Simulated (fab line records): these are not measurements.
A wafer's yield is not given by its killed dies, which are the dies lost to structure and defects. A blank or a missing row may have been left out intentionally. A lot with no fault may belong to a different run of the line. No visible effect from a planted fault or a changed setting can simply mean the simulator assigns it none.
A struck lot beside a sound one + flow sky130 + 32 steps out of a route of 708
Sound: the wafers L328.2, L328.4, L328.6. Struck: wafer L346.6 (L346.1, L346.2, from the same lot, were not struck and are left out); the cause is given at the end.
For every step that has rows: the tool of each side, followed by ch and its chambers, followed by its first start. Under that, the readings that differ: sound wafers + struck wafers + difference of the means + sigmas: that difference in standard deviations of wafers without a fault.
alike: same words and numbers on both sides, and readings whose means sit less than 2 such deviations apart. not compared: any withheld reading, any reading some wafer has no value for, any bound like >300 that may hide the same value, and any number with overlapping values for which the record gives no deviation.
A row with sigmas, a row that says differs or no value, or rows on one side alone: a step with any of these is where the two part. Non-overlapping numbers with no deviation appear without sigmas and do not part them. Lack of a reading on every wafer of one side parts them only where that side has two or more wafers.

first, 8 steps without rows for these wafers: SKY_LI_CONTACT_ETCH_14 (etches BARC in N2/H2, stops on SiO2, time 45.9 s, target depth 60 nm); SKY_LI_CONTACT_ETCH_15 (etches PSG in C4F8/O2/Ar, stops on Si, target depth 600 nm); SKY_LI_CONTACT_STRIP_16 (strips in O2/N2); SKY_LI_CONTACT_CLEAN_17 (cleans in NMP, time 600 s); SKY_LI_CONTACT_PRE_CLEAN_18 (time 5.6 s); SKY_LI_CONTACT_SPUTTER_19 (material Ti, target thk 20 nm, time 106.37 s); SKY_LI_CONTACT_SPUTTER_20 (material TiN, target thk 20 nm, time 80 s); SKY_LI_CONTACT_CVD_21 (deposits W, target thk 400 nm, time 120.56 s).
SKY_LI_CONTACT_CMP_24: polishes, stops on PSG, t overpolish 20 s, target thk 0 nm.
  sound on cmp-02 ch 0,3, day 30 10:13; struck on cmp-02 ch 0, day 37 10:37
  alike: motor-current-A, overpolish-run-s, time-to-endpoint-s
then, 22 steps without rows for these wafers: SKY_LOCAL_INTERCONNECT_SPUTTER_00 (material TiN, target thk 100 nm, time 83.3 s); SKY_LOCAL_INTERCONNECT_DEHYDRATE_03 (time 60 s); SKY_LOCAL_INTERCONNECT_HMDS_04 (prime time 60 s); SKY_LOCAL_INTERCONNECT_COAT_05 (resist thk 60 nm); SKY_LOCAL_INTERCONNECT_COAT_06 (resist thk 450 nm); SKY_LOCAL_INTERCONNECT_SOFTBAKE_07 (time 90 s); SKY_LOCAL_INTERCONNECT_EXPOSE_08 (exposes mask LI1M, target cd 170 nm); SKY_LOCAL_INTERCONNECT_PEB_09; SKY_LOCAL_INTERCONNECT_DEVELOP_10 (develop time 60 s); SKY_LOCAL_INTERCONNECT_ETCH_13 (etches BARC in N2/H2, stops on SiO2, time 45.9 s, target depth 60 nm); SKY_LOCAL_INTERCONNECT_METAL_ETCH_14 (etches TiN in Cl2/BCl3, stops on PSG, target depth 110 nm, time 31.4 s); SKY_LOCAL_INTERCONNECT_STRIP_15 (strips in O2/N2); SKY_LOCAL_INTERCONNECT_STRIP_16 (strips in post etch residue remover, time 1200 s); SKY_LOCAL_INTERCONNECT_CLEAN_17 (cleans in IPA, time 180 s); SKY_LOCAL_INTERCONNECT_CLEAN_18 (cleans in O3/DIW); SKY_CONTACT_CVD_00 (deposits Si3N4, target thk 75 nm); SKY_CONTACT_HDPCVD_02 (deposits SiO2, target thk 565 nm, time 94.2 s); SKY_CONTACT_CMP_04 (polishes SiO2); SKY_CONTACT_DEHYDRATE_06 (time 60 s); SKY_CONTACT_HMDS_07 (prime time 60 s); SKY_CONTACT_COAT_08 (resist thk 60 nm); SKY_CONTACT_COAT_09 (resist thk 450 nm).
-- the record jumps here: 14 days lie between the struck wafers' starts before and after (it left off in module CONTACT and takes up again in module PAD_OPEN, whose first step shown is number 708 of the route) --
SKY_PAD_OPEN_PROBE_99:
  sound: prober-02 at day 46 23:18; struck: prober-02 at day 51 22:11
| reading            | sound    | struck | difference | sigmas |
|--------------------|----------|--------|------------|--------|
| killed-at-contacts | 24 13 23 | 291    | +271       | +48    |
| killed-dies        | 80 68 75 | 335    | +261       | +27    |
| killed-on-rim      | 18 14 21 | 69     | +51        | +14    |
  alike: killed_at_M0_to_M3, killed_at_M4_up, killed-at-front-end, killed-at-other, killed-open, killed-short

== WHERE THEY PART ==
Only at SKY_PAD_OPEN_PROBE_99, within this record.

WHY: whatever the simulator had introduced
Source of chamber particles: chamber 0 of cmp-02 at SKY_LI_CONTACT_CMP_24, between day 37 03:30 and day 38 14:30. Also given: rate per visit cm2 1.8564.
